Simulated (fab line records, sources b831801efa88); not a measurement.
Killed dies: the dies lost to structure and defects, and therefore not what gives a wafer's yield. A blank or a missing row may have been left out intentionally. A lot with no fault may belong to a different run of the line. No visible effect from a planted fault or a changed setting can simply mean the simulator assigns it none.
The tool behind it: which one? || flow gf180mcu || 13 lots, 39 wafers sampled, at 5 steps of a route of 602

WHAT THE GAUGES READ, wafer by wafer
GF_STI_BOW_MEAS_00. Usual: INCOMING_BOW 0 um, standard deviation 6.4.
{"lot": "L603", "measured": "day 1 20:00", "on": "film-metro-02", "INCOMING_BOW (um)": "-9 -2 8", "flag": ""}
{"lot": "L606", "measured": "day 2 11:04", "on": "film-metro-04", "INCOMING_BOW (um)": "-6 3 6", "flag": ""}
{"lot": "L608", "measured": "day 2 21:00", "on": "film-metro-02", "INCOMING_BOW (um)": "4 15 -10", "flag": ""}
{"lot": "L610", "measured": "day 3 07:02", "on": "film-metro-01", "INCOMING_BOW (um)": "2 1 15", "flag": ""}
{"lot": "L611", "measured": "day 3 12:01", "on": "film-metro-02", "INCOMING_BOW (um)": "2 -8 1", "flag": ""}
{"lot": "L612", "measured": "day 3 17:02", "on": "film-metro-01", "INCOMING_BOW (um)": "-9 -3 5", "flag": ""}
{"lot": "L613", "measured": "day 3 22:04", "on": "film-metro-04", "INCOMING_BOW (um)": "-13 -7 7", "flag": ""}
{"lot": "L614", "measured": "day 4 03:00", "on": "film-metro-02", "INCOMING_BOW (um)": "-3 7 -4", "flag": ""}
{"lot": "L617", "measured": "day 4 18:01", "on": "film-metro-04", "INCOMING_BOW (um)": "2 11 -12", "flag": ""}
{"lot": "L620", "measured": "day 5 09:04", "on": "film-metro-02", "INCOMING_BOW (um)": "7 8 -5", "flag": ""}
{"lot": "L621", "measured": "day 5 14:02", "on": "film-metro-01", "INCOMING_BOW (um)": "-8 1 3", "flag": ""}
{"lot": "L622", "measured": "day 5 19:01", "on": "film-metro-01", "INCOMING_BOW (um)": "4 9 -11", "flag": ""}
{"lot": "L623", "measured": "day 6 00:00", "on": "film-metro-02", "INCOMING_BOW (um)": "-1 8 -8", "flag": ""}

GF_VT_IMPLANT_RS_MEAS_46: a four-point-probe measurement. Usual: MVSD_RS 457.1 ohm/sq, standard deviation 1.
{"lot": "L603", "measured": "day 8 00:05", "on": "film-metro-04", "MVSD_RS (ohm/sq)": "457.7 459.0 457.1", "flag": ""}
{"lot": "L606", "measured": "day 9 03:58", "on": "film-metro-04", "MVSD_RS (ohm/sq)": "455.3 455.8 455.1", "flag": ""}
{"lot": "L608", "measured": "day 9 09:17", "on": "film-metro-02", "MVSD_RS (ohm/sq)": "456.6 457.4 457.5", "flag": ""}
{"lot": "L610", "measured": "day 10 02:22", "on": "film-metro-02", "MVSD_RS (ohm/sq)": "457.9 456.4 456.5", "flag": ""}
{"lot": "L611", "measured": "day 10 07:43", "on": "film-metro-04", "MVSD_RS (ohm/sq)": "456.8 457.1 456.7", "flag": ""}
{"lot": "L612", "measured": "day 10 15:25", "on": "film-metro-03", "MVSD_RS (ohm/sq)": "444.4 444.5 445.6", "flag": "OFF"}
{"lot": "L613", "measured": "day 10 21:44", "on": "film-metro-03", "MVSD_RS (ohm/sq)": "456.6 458.0 457.1", "flag": ""}
{"lot": "L614", "measured": "day 11 06:58", "on": "film-metro-03", "MVSD_RS (ohm/sq)": "456.8 458.1 457.0", "flag": ""}
{"lot": "L617", "measured": "day 12 00:54", "on": "film-metro-04", "MVSD_RS (ohm/sq)": "444.0 442.9 445.8", "flag": "OFF"}
{"lot": "L620", "measured": "day 12 18:50", "on": "film-metro-02", "MVSD_RS (ohm/sq)": "443.9 443.0 443.6", "flag": "OFF"}
{"lot": "L621", "measured": "day 13 04:34", "on": "film-metro-04", "MVSD_RS (ohm/sq)": "455.8 457.3 457.1", "flag": ""}
{"lot": "L622", "measured": "day 13 10:22", "on": "film-metro-02", "MVSD_RS (ohm/sq)": "455.6 455.7 456.4", "flag": ""}
{"lot": "L623", "measured": "day 13 16:02", "on": "film-metro-03", "MVSD_RS (ohm/sq)": "458.8 458.6 459.5", "flag": ""}

WHICH TOOL RAN EACH LOT (tool, then ch and the chambers of the sampled wafers, then the start)
{"lot": "L603", "GF_STI_CMP_25": "cmp-01 ch 0,2,3, day 2 13:50", "GF_MVSD_IMPLANT_08": "implanter-04 ch 0, day 4 21:35", "GF_VT_IMPLANT_STRIP_09": "plasma-asher-01 ch 0,1, day 6 01:59"}
{"lot": "L606", "GF_STI_CMP_25": "cmp-01 ch 1,2,3, day 3 05:44", "GF_MVSD_IMPLANT_08": "implanter-04 ch 0, day 5 15:45", "GF_VT_IMPLANT_STRIP_09": "plasma-asher-03 ch 0,1, day 7 02:56"}
{"lot": "L608", "GF_STI_CMP_25": "cmp-01 ch 0,1,3, day 3 15:21", "GF_MVSD_IMPLANT_08": "implanter-01 ch 0, day 6 01:05", "GF_VT_IMPLANT_STRIP_09": "plasma-asher-01 ch 0, day 7 07:38"}
{"lot": "L610", "GF_STI_CMP_25": "cmp-02 ch 0,3, day 4 03:00", "GF_MVSD_IMPLANT_08": "implanter-01 ch 0, day 6 15:06", "GF_VT_IMPLANT_STRIP_09": "plasma-asher-03 ch 0,1, day 7 22:55"}
{"lot": "L611", "GF_STI_CMP_25": "cmp-01 ch 0,2,3, day 4 07:14", "GF_MVSD_IMPLANT_08": "implanter-01 ch 0, day 6 19:56", "GF_VT_IMPLANT_STRIP_09": "plasma-asher-02 ch 0,1, day 8 03:38"}
{"lot": "L612", "GF_STI_CMP_25": "cmp-01 ch 1,2, day 4 12:19", "GF_MVSD_IMPLANT_08": "implanter-01 ch 0, day 7 03:04", "GF_VT_IMPLANT_STRIP_09": "plasma-asher-02 ch 0,1, day 8 11:11"}
{"lot": "L613", "GF_STI_CMP_25": "cmp-02 ch 0,2,3, day 4 17:27", "GF_MVSD_IMPLANT_08": "implanter-03 ch 0, day 7 07:41", "GF_VT_IMPLANT_STRIP_09": "plasma-asher-03 ch 0,1, day 8 16:22"}
{"lot": "L614", "GF_STI_CMP_25": "cmp-02 ch 0,1,2, day 5 01:01", "GF_MVSD_IMPLANT_08": "implanter-04 ch 0, day 7 16:14", "GF_VT_IMPLANT_STRIP_09": "plasma-asher-02 ch 0,1, day 9 01:28"}
{"lot": "L617", "GF_STI_CMP_25": "cmp-01 ch 0,1, day 5 13:59", "GF_MVSD_IMPLANT_08": "implanter-01 ch 0, day 8 07:21", "GF_VT_IMPLANT_STRIP_09": "plasma-asher-03 ch 0,1, day 9 17:34"}
{"lot": "L620", "GF_STI_CMP_25": "cmp-01 ch 1,2,3, day 6 05:20", "GF_MVSD_IMPLANT_08": "implanter-01 ch 0, day 8 22:42", "GF_VT_IMPLANT_STRIP_09": "plasma-asher-02 ch 0,1, day 10 09:50"}
{"lot": "L621", "GF_STI_CMP_25": "cmp-01 ch 0,1, day 6 11:10", "GF_MVSD_IMPLANT_08": "implanter-04 ch 0, day 9 07:45", "GF_VT_IMPLANT_STRIP_09": "plasma-asher-02 ch 0,1, day 10 19:31"}
{"lot": "L622", "GF_STI_CMP_25": "cmp-02 ch 2,3, day 6 15:36", "GF_MVSD_IMPLANT_08": "implanter-04 ch 0, day 9 11:17", "GF_VT_IMPLANT_STRIP_09": "plasma-asher-02 ch 0,1, day 10 23:07"}
{"lot": "L623", "GF_STI_CMP_25": "cmp-02 ch 1,2,3, day 6 20:55", "GF_MVSD_IMPLANT_08": "implanter-03 ch 0, day 9 16:46", "GF_VT_IMPLANT_STRIP_09": "plasma-asher-03 ch 0,1, day 11 05:34"}
- GF_STI_CMP_25: polishes, stops on Si3N4, t overpolish 33 s, target thk 524.6 nm.
- GF_MVSD_IMPLANT_08
- GF_VT_IMPLANT_STRIP_09: strips in O2/N2.

WHAT THE TOOLS THEMSELVES READ (means of the sampled wafers that have a number; where no wafer has one, the mark that the record gives instead)
GF_STI_CMP_25. Usual: motor-current-A 12.7 A, standard deviation 1.3; overpolish-run-s 33.000 s, standard deviation 0.0097; slurry-flow-ml-min 150.0, standard deviation 0.42; time-to-endpoint-s 121 s, standard deviation 3.4.
{"lot": "L603", "tool": "cmp-01", "motor-current-A (A)": 12.6, "overpolish-run-s (s)": 33.001, "slurry-flow-ml-min": 149.8, "time-to-endpoint-s (s)": 118, "flag": ""}
{"lot": "L606", "tool": "cmp-01", "motor-current-A (A)": 11.4, "overpolish-run-s (s)": 32.991, "slurry-flow-ml-min": 150.1, "time-to-endpoint-s (s)": 116, "flag": ""}
{"lot": "L608", "tool": "cmp-01", "motor-current-A (A)": 12.0, "overpolish-run-s (s)": 32.998, "slurry-flow-ml-min": 150.1, "time-to-endpoint-s (s)": 120, "flag": ""}
{"lot": "L610", "tool": "cmp-02", "motor-current-A (A)": 12.6, "overpolish-run-s (s)": 32.992, "slurry-flow-ml-min": 149.8, "time-to-endpoint-s (s)": 118, "flag": ""}
{"lot": "L611", "tool": "cmp-01", "motor-current-A (A)": 12.6, "overpolish-run-s (s)": 33.001, "slurry-flow-ml-min": 150.0, "time-to-endpoint-s (s)": 124, "flag": ""}
{"lot": "L612", "tool": "cmp-01", "motor-current-A (A)": 12.2, "overpolish-run-s (s)": 32.999, "slurry-flow-ml-min": 150.2, "time-to-endpoint-s (s)": 120, "flag": ""}
{"lot": "L613", "tool": "cmp-02", "motor-current-A (A)": 13.5, "overpolish-run-s (s)": 33.000, "slurry-flow-ml-min": 149.7, "time-to-endpoint-s (s)": 119, "flag": ""}
{"lot": "L614", "tool": "cmp-02", "motor-current-A (A)": 13.8, "overpolish-run-s (s)": 33.006, "slurry-flow-ml-min": 150.2, "time-to-endpoint-s (s)": 120, "flag": ""}
{"lot": "L617", "tool": "cmp-01", "motor-current-A (A)": 11.6, "overpolish-run-s (s)": 33.000, "slurry-flow-ml-min": 149.9, "time-to-endpoint-s (s)": 121, "flag": ""}
{"lot": "L620", "tool": "cmp-01", "motor-current-A (A)": 11.7, "overpolish-run-s (s)": 33.000, "slurry-flow-ml-min": 150.6, "time-to-endpoint-s (s)": 121, "flag": ""}
{"lot": "L621", "tool": "cmp-01", "motor-current-A (A)": 12.1, "overpolish-run-s (s)": 33.002, "slurry-flow-ml-min": 150.4, "time-to-endpoint-s (s)": 119, "flag": ""}
{"lot": "L622", "tool": "cmp-02", "motor-current-A (A)": 13.2, "overpolish-run-s (s)": 33.002, "slurry-flow-ml-min": 150.0, "time-to-endpoint-s (s)": 122, "flag": ""}
{"lot": "L623", "tool": "cmp-02", "motor-current-A (A)": 13.4, "overpolish-run-s (s)": 32.997, "slurry-flow-ml-min": 149.9, "time-to-endpoint-s (s)": 120, "flag": ""}

GF_MVSD_IMPLANT_08. Usual: beam-energy-keV at 400.00, with a standard deviation of 0.11.
{"lot": "L603", "tool": "implanter-04", "beam-energy-keV": 400.00, "flag": ""}
{"lot": "L606", "tool": "implanter-04", "beam-energy-keV": 399.96, "flag": ""}
{"lot": "L608", "tool": "implanter-01", "beam-energy-keV": 399.93, "flag": ""}
{"lot": "L610", "tool": "implanter-01", "beam-energy-keV": 399.99, "flag": ""}
{"lot": "L611", "tool": "implanter-01", "beam-energy-keV": 400.21, "flag": ""}
{"lot": "L612", "tool": "implanter-01", "beam-energy-keV": 467.49, "flag": "OFF"}
{"lot": "L613", "tool": "implanter-03", "beam-energy-keV": 399.97, "flag": ""}
{"lot": "L614", "tool": "implanter-04", "beam-energy-keV": 400.03, "flag": ""}
{"lot": "L617", "tool": "implanter-01", "beam-energy-keV": 467.52, "flag": "OFF"}
{"lot": "L620", "tool": "implanter-01", "beam-energy-keV": 467.51, "flag": "OFF"}
{"lot": "L621", "tool": "implanter-04", "beam-energy-keV": 400.00, "flag": ""}
{"lot": "L622", "tool": "implanter-04", "beam-energy-keV": 400.05, "flag": ""}
{"lot": "L623", "tool": "implanter-03", "beam-energy-keV": 399.94, "flag": ""}

GF_VT_IMPLANT_STRIP_09. Usual: drypump-motor-current-A 5.7 A, standard deviation 0.39; heater-power-w 326 W, standard deviation 19; oes-product-au 0.717 a.u., standard deviation 0.0043; strip-time-to-endpoint-s 12.64 s, standard deviation 0.042.
{"lot": "L603", "tool": "plasma-asher-01", "drypump-motor-current-A (A)": 5.8, "heater-power-w (W)": 327, "oes-product-au (a.u.)": 0.718, "strip-time-to-endpoint-s (s)": 12.68, "flag": ""}
{"lot": "L606", "tool": "plasma-asher-03", "drypump-motor-current-A (A)": 5.3, "heater-power-w (W)": 316, "oes-product-au (a.u.)": 0.720, "strip-time-to-endpoint-s (s)": 12.65, "flag": ""}
{"lot": "L608", "tool": "plasma-asher-01", "drypump-motor-current-A (A)": 5.8, "heater-power-w (W)": 309, "oes-product-au (a.u.)": 0.712, "strip-time-to-endpoint-s (s)": 12.68, "flag": ""}
{"lot": "L610", "tool": "plasma-asher-03", "drypump-motor-current-A (A)": 5.3, "heater-power-w (W)": 323, "oes-product-au (a.u.)": 0.714, "strip-time-to-endpoint-s (s)": 12.63, "flag": ""}
{"lot": "L611", "tool": "plasma-asher-02", "drypump-motor-current-A (A)": 5.7, "heater-power-w (W)": 333, "oes-product-au (a.u.)": 0.719, "strip-time-to-endpoint-s (s)": 12.62, "flag": ""}
{"lot": "L612", "tool": "plasma-asher-02", "drypump-motor-current-A (A)": 5.7, "heater-power-w (W)": 332, "oes-product-au (a.u.)": 0.718, "strip-time-to-endpoint-s (s)": 12.56, "flag": ""}
{"lot": "L613", "tool": "plasma-asher-03", "drypump-motor-current-A (A)": 5.6, "heater-power-w (W)": 320, "oes-product-au (a.u.)": 0.718, "strip-time-to-endpoint-s (s)": 12.62, "flag": ""}
{"lot": "L614", "tool": "plasma-asher-02", "drypump-motor-current-A (A)": 5.7, "heater-power-w (W)": 329, "oes-product-au (a.u.)": 0.716, "strip-time-to-endpoint-s (s)": 12.64, "flag": ""}
{"lot": "L617", "tool": "plasma-asher-03", "drypump-motor-current-A (A)": 5.6, "heater-power-w (W)": 323, "oes-product-au (a.u.)": 0.715, "strip-time-to-endpoint-s (s)": 12.64, "flag": ""}
{"lot": "L620", "tool": "plasma-asher-02", "drypump-motor-current-A (A)": 5.7, "heater-power-w (W)": 331, "oes-product-au (a.u.)": 0.723, "strip-time-to-endpoint-s (s)": 12.70, "flag": ""}
{"lot": "L621", "tool": "plasma-asher-02", "drypump-motor-current-A (A)": 5.9, "heater-power-w (W)": 319, "oes-product-au (a.u.)": 0.718, "strip-time-to-endpoint-s (s)": 12.68, "flag": ""}
{"lot": "L622", "tool": "plasma-asher-02", "drypump-motor-current-A (A)": 5.7, "heater-power-w (W)": 328, "oes-product-au (a.u.)": 0.717, "strip-time-to-endpoint-s (s)": 12.61, "flag": ""}
{"lot": "L623", "tool": "plasma-asher-03", "drypump-motor-current-A (A)": 5.3, "heater-power-w (W)": 317, "oes-product-au (a.u.)": 0.714, "strip-time-to-endpoint-s (s)": 12.65, "flag": ""}

THE ANSWER, worked out from the rows above alone
Rule: a lot counts as off when the mean over its wafers that have a number is more than 3 standard deviations away from the usual mean. A lot without any number at a reading at which 4 lots or more have one is off too. Where the step has rows for the other lots, those lots are counted as sound. After the gauges, taken in route order, come the tools' own readings; for these a lot's mean is taken, as printed above. At the first step where some lot is off, the reading lying furthest off is the one used; lots without a number count as furthest.
Off: L612, L617, L620, at GF_VT_IMPLANT_RS_MEAS_46 (MVSD_RS).
If a tool, at a process step before that reading, ran all the lots that are off and no sound lot after the first of them, it fits. Not tried: the gauges at GF_VT_IMPLANT_RS_MEAS_46; whatever is off there is also off at GF_MVSD_IMPLANT_08, on other tools, and gauge error can't account for it. One fits: GF_MVSD_IMPLANT_08 on implanter-01. Its last sound lot is L611 (day 6 19:56), its first lot that is off L612 (day 7 03:04): a fault that began between those two fits.
On the lots that are off, the tool's own readings at GF_MVSD_IMPLANT_08 differ by more than 5 times the standard deviation of the sound lots' means, which bears it out; beam-energy-keV reads 467.51 there versus 400.01 on the sound lots.

WHAT THE SIMULATOR PUT IN
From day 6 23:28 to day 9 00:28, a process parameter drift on implanter-01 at GF_MVSD_IMPLANT_08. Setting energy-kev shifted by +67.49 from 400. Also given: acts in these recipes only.
Lots struck among those shown: L612, L617, L620. Same finding as the rule above.
